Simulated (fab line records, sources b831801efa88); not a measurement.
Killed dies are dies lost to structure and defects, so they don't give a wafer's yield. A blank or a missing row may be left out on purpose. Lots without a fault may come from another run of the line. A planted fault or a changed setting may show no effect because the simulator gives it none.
Which tool did it? | flow gf180mcu | 12 lots, 36 wafers sampled, at 6 steps of a route of 602

WHAT THE GAUGES READ, wafer by wafer
GF_PSD_RS_MEAS_15: measures by four-point-probe.
lot  | measured     | on            | PSD_RS (ohm/sq)
L243 | day 15 12:21 | film_metro-03 | 108.4 108.2 108.6
L245 | day 15 21:56 | film_metro-01 | 109.0 108.8 108.8
L246 | day 16 09:15 | film_metro-01 | 111.9 111.9 112.0 112.0 111.8 112.0
L247 | day 16 19:31 | film_metro-04 | 111.1 111.0 111.0 111.1 111.0 111.0
L248 | day 16 22:34 | film_metro-01 | 109.2 108.7 108.8
L255 | day 19 16:28 | film_metro-01 | 109.0 108.9 108.7
L256 | day 19 19:23 | film_metro-04 | 108.7 108.9 108.9
L257 | day 20 02:23 | film_metro-01 | 109.0 109.0 109.2
L258 | day 20 11:12 | film_metro-04 | 108.8 108.7 108.6
L259 | day 20 21:47 | film_metro-01 | 108.4 108.5 108.5
L260 | day 21 07:26 | film_metro-04 | 108.3 108.6 108.8
L262 | day 22 00:01 | film_metro-04 | 108.6 108.4 108.8

GF_V2_OVL_MEAS_15.
lot  | measured     | on         | V2_OVL (nm)
L243 | day 21 13:34 | overlay-02 | 2 7 8
L245 | day 21 23:58 | overlay-02 | 0 1 6
L246 | day 22 14:13 | overlay-02 | -2 4 1
L247 | day 23 01:05 | overlay-02 | 0 1 2
L248 | day 23 04:19 | overlay-01 | 0 -1 4
L255 | day 25 18:06 | overlay-02 | 11 8 2
L256 | day 25 20:08 | overlay-02 | -5 3 2
L257 | day 26 01:37 | overlay-01 | -9 -4 -2
L258 | day 26 10:34 | overlay-02 | 11 16 6
L259 | day 26 20:00 | overlay-01 | 3 -11 -9
L260 | day 27 04:32 | overlay-01 | -12 -14 -6
L262 | day 27 18:34 | overlay-01 | 1 4 5

WHICH TOOL RAN EACH LOT (tool, then ch and the chambers of the sampled wafers, then the start)
lot  | GF_PSD_IMPLANT_09               | GF_PSD_STRIP_10                      | GF_SAB_DEHYDRATE_02               | GF_M1_SPUTTER_03
L243 | implanter-01 ch 0, day 15 11:47 | plasma_asher-04 ch 0,1, day 15 11:56 | litho_track-03 ch 0, day 15 22:05 | pvd_sputter-03, day 17 10:16
L245 | implanter-01 ch 0, day 15 21:23 | plasma_asher-04 ch 0,1, day 15 21:31 | litho_track-02 ch 0, day 16 08:02 | pvd_sputter-03, day 17 20:14
L246 | implanter-01 ch 0, day 16 08:41 | plasma_asher-01 ch 0,1, day 16 08:50 | litho_track-01 ch 0, day 16 19:30 | pvd_sputter-03, day 18 08:45
L247 | implanter-01 ch 0, day 16 18:56 | plasma_asher-01 ch 0, day 16 19:04   | litho_track-03 ch 0, day 17 06:09 | pvd_sputter-04, day 18 20:05
L248 | implanter-04 ch 0, day 16 22:01 | plasma_asher-04 ch 0,1, day 16 22:08 | litho_track-02 ch 0, day 17 08:59 | pvd_sputter-03, day 19 01:23
L255 | implanter-01 ch 0, day 19 15:55 | plasma_asher-04 ch 0,1, day 19 16:02 | litho_track-01 ch 0, day 20 04:26 | pvd_sputter-02, day 21 19:25
L256 | implanter-04 ch 0, day 19 18:46 | plasma_asher-04 ch 0,1, day 19 18:55 | litho_track-03 ch 0, day 20 06:38 | pvd_sputter-02, day 21 22:01
L257 | implanter-04 ch 0, day 20 01:44 | plasma_asher-03 ch 0,1, day 20 01:53 | litho_track-01 ch 0, day 20 13:30 | pvd_sputter-04, day 22 04:34
L258 | implanter-01 ch 0, day 20 10:35 | plasma_asher-01 ch 0,1, day 20 10:44 | litho_track-01 ch 0, day 20 23:09 | pvd_sputter-03, day 22 13:47
L259 | implanter-01 ch 0, day 20 21:14 | plasma_asher-04 ch 0,1, day 20 21:22 | litho_track-01 ch 0, day 21 08:57 | pvd_sputter-02, day 22 23:46
L260 | implanter-03 ch 0, day 21 06:53 | plasma_asher-01 ch 0,1, day 21 07:01 | litho_track-02 ch 0, day 21 18:34 | pvd_sputter-03, day 23 09:37
L262 | implanter-01 ch 0, day 21 23:28 | plasma_asher-01 ch 0,1, day 21 23:37 | litho_track-01 ch 0, day 22 11:18 | pvd_sputter-03, day 24 00:37
- GF_PSD_IMPLANT_09
- GF_PSD_STRIP_10: strips in O2/N2.
- GF_SAB_DEHYDRATE_02: time 61.8 s.
- GF_M1_SPUTTER_03: material Ti, target thk 10 nm, time 6.7 s.

WHAT THE TOOLS THEMSELVES READ (means of the sampled wafers that have a number; where no wafer has one, the mark that the record gives instead)
GF_PSD_IMPLANT_09.
lot  | tool         | beam_energy_keV
L243 | implanter-01 | 40.001
L245 | implanter-01 | 39.996
L246 | implanter-01 | 37.880
L247 | implanter-01 | 37.869
L248 | implanter-04 | 40.000
L255 | implanter-01 | 40.007
L256 | implanter-04 | 40.019
L257 | implanter-04 | 40.001
L258 | implanter-01 | 40.008
L259 | implanter-01 | 40.007
L260 | implanter-03 | 39.994
L262 | implanter-01 | 39.993

GF_PSD_STRIP_10.
lot  | tool            | drypump_motor_current_A (A) | heater_power_w (W) | oes_product_au (a.u.) | strip_time_to_endpoint_s (s)
L243 | plasma_asher-04 | 5.0                         | 330                | 0.587                 | 16.525
L245 | plasma_asher-04 | 5.0                         | 322                | 0.599                 | 16.525
L246 | plasma_asher-01 | 5.7                         | 326                | 0.599                 | 16.332
L247 | plasma_asher-01 | 6.6                         | 310                | 0.597                 | 16.352
L248 | plasma_asher-04 | 5.0                         | 322                | 0.595                 | 16.578
L255 | plasma_asher-04 | 5.0                         | 335                | 0.593                 | 16.575
L256 | plasma_asher-04 | 5.0                         | 334                | 0.590                 | 16.556
L257 | plasma_asher-03 | 5.5                         | 302                | 0.596                 | 16.489
L258 | plasma_asher-01 | 6.2                         | 317                | 0.591                 | 16.534
L259 | plasma_asher-04 | 5.0                         | 341                | 0.592                 | 16.507
L260 | plasma_asher-01 | 6.1                         | 320                | 0.596                 | 16.522
L262 | plasma_asher-01 | 6.2                         | 318                | 0.593                 | 16.509

GF_SAB_DEHYDRATE_02.
lot  | tool           | plate_sensor_t_centre_C (C) | plate_sensor_t_edge_C (C)
L243 | litho_track-03 | 201.07                      | 201.56
L245 | litho_track-02 | 201.07                      | 201.56
L246 | litho_track-01 | 201.08                      | 201.56
L247 | litho_track-03 | 201.07                      | 201.55
L248 | litho_track-02 | 201.07                      | 201.55
L255 | litho_track-01 | 201.07                      | 201.54
L256 | litho_track-03 | 201.06                      | 201.56
L257 | litho_track-01 | 201.06                      | 201.56
L258 | litho_track-01 | 201.06                      | 201.56
L259 | litho_track-01 | 201.07                      | 201.55
L260 | litho_track-02 | 201.06                      | 201.56
L262 | litho_track-01 | 201.07                      | 201.55

GF_M1_SPUTTER_03.
lot  | tool           | chamber_pressure_pa (Pa) | throttle_valve_pct (%)
L243 | pvd_sputter-03 | 0.3009                   | 29.6
L245 | pvd_sputter-03 | 0.2997                   | 29.6
L246 | pvd_sputter-03 | 0.3001                   | 30.1
L247 | pvd_sputter-04 | 0.2995                   | 29.8
L248 | pvd_sputter-03 | 0.2999                   | 30.3
L255 | pvd_sputter-02 | 0.3001                   | 29.2
L256 | pvd_sputter-02 | 0.3006                   | 29.1
L257 | pvd_sputter-04 | 0.2999                   | 29.9
L258 | pvd_sputter-03 | 0.3000                   | 30.5
L259 | pvd_sputter-02 | 0.3000                   | 28.9
L260 | pvd_sputter-03 | 0.3001                   | 29.6
L262 | pvd_sputter-03 | 0.3003                   | 29.7

THE ANSWER, worked out from the rows above alone
Rule: what is usual is taken from the lots themselves. Put in order of their means at a reading, lots are off if they are a third of the lots or fewer, leave a main group of 4 or more, and stand apart from it by a gap of 3 or more times the standard deviation of the main group's means; of several such gaps the widest counts. A main group whose means are all the same, to the digits that the tables above print for the reading, isn't used. A lot without any number at a reading at which 4 lots or more have one is off too. The other lots that the step has rows for count as sound. The gauges are gone through in route order, then the tools' own readings, and for those a lot's mean is taken as printed above. The first step at which some lot is off is used, and at that step the reading that is off furthest; a lot without a number counts as furthest.
Off: L246, L247, at GF_PSD_RS_MEAS_15 (PSD_RS). The main group: mean 108.7 ohm/sq, standard deviation 0.2.
A tool fits if, at a process step before that reading, it ran every lot that is off, and no sound lot after the first of them. The gauges at GF_PSD_RS_MEAS_15 aren't tried: what is off there is off at GF_PSD_IMPLANT_09 too, on other tools, and a gauge's error can't cause that. None of those tried fits.

WHAT THE SIMULATOR HAD PUT IN
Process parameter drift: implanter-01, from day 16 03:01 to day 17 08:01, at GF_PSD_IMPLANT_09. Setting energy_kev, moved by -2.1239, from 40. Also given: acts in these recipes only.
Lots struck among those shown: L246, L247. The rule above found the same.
